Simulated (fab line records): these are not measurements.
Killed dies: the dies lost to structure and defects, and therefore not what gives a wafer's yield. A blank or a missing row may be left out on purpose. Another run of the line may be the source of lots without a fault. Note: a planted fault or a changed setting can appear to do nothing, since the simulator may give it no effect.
Matching of chambers | flow gf180mcu | GF_V4_CVD_00 on hdpcvd-01: 3 sister chambers
The step deposits SiO2, target thk 600 nm, time 100 s. 3 wafers are shown with their chamber, then 7 later ones without.

## WAFERS PAIRED WITH THEIR CHAMBERS
wafer  | chamber | runLengthS (s)
L227.2 | 2       | 128.3
L228.1 | 0       | 128.1
L228.5 | 1       | 128.4

## WAFERS MISSING THEIR CHAMBER
wafer  | runLengthS (s)
L228.6 | 127.8
L229.2 | 128.3
L229.3 | 128.7
L229.5 | 127.3
L230.3 | 128.8
L230.5 | 127.0
L230.6 | 128.8

## THE CHAMBER EACH PASSED THROUGH
wafer  | from the rows above          | in truth
L228.6 | can't be placed: 0 or 2 or 1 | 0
L229.2 | can't be placed: 2 or 1 or 0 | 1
L229.3 | can't be placed: 1 or 2 or 0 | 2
L229.5 | can't be placed: 0 or 2 or 1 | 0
L230.3 | can't be placed: 1 or 2 or 0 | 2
L230.5 | can't be placed: 0 or 2 or 1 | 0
L230.6 | can't be placed: 1 or 2 or 0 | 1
Correctly placed: 0 of 7. Cannot be placed on the basis of these rows: 7; the candidates contain the true chamber in 7. 0 placed wrongly.
How it was worked out, from the rows above alone: a wafer's distance from a chamber is the root of the sum, over the readings, of the square of ((its reading less the chamber's mean) divided by the reading's scatter). The wafer belongs to the nearest chamber; if the next one is less than 2 further off, it can't be placed. Each chamber's mean is taken over the wafers shown for it. The scatter (one wafer shown for each chamber): square how far every hidden wafer sits from the nearest shown wafer, average those squares and take the square root.
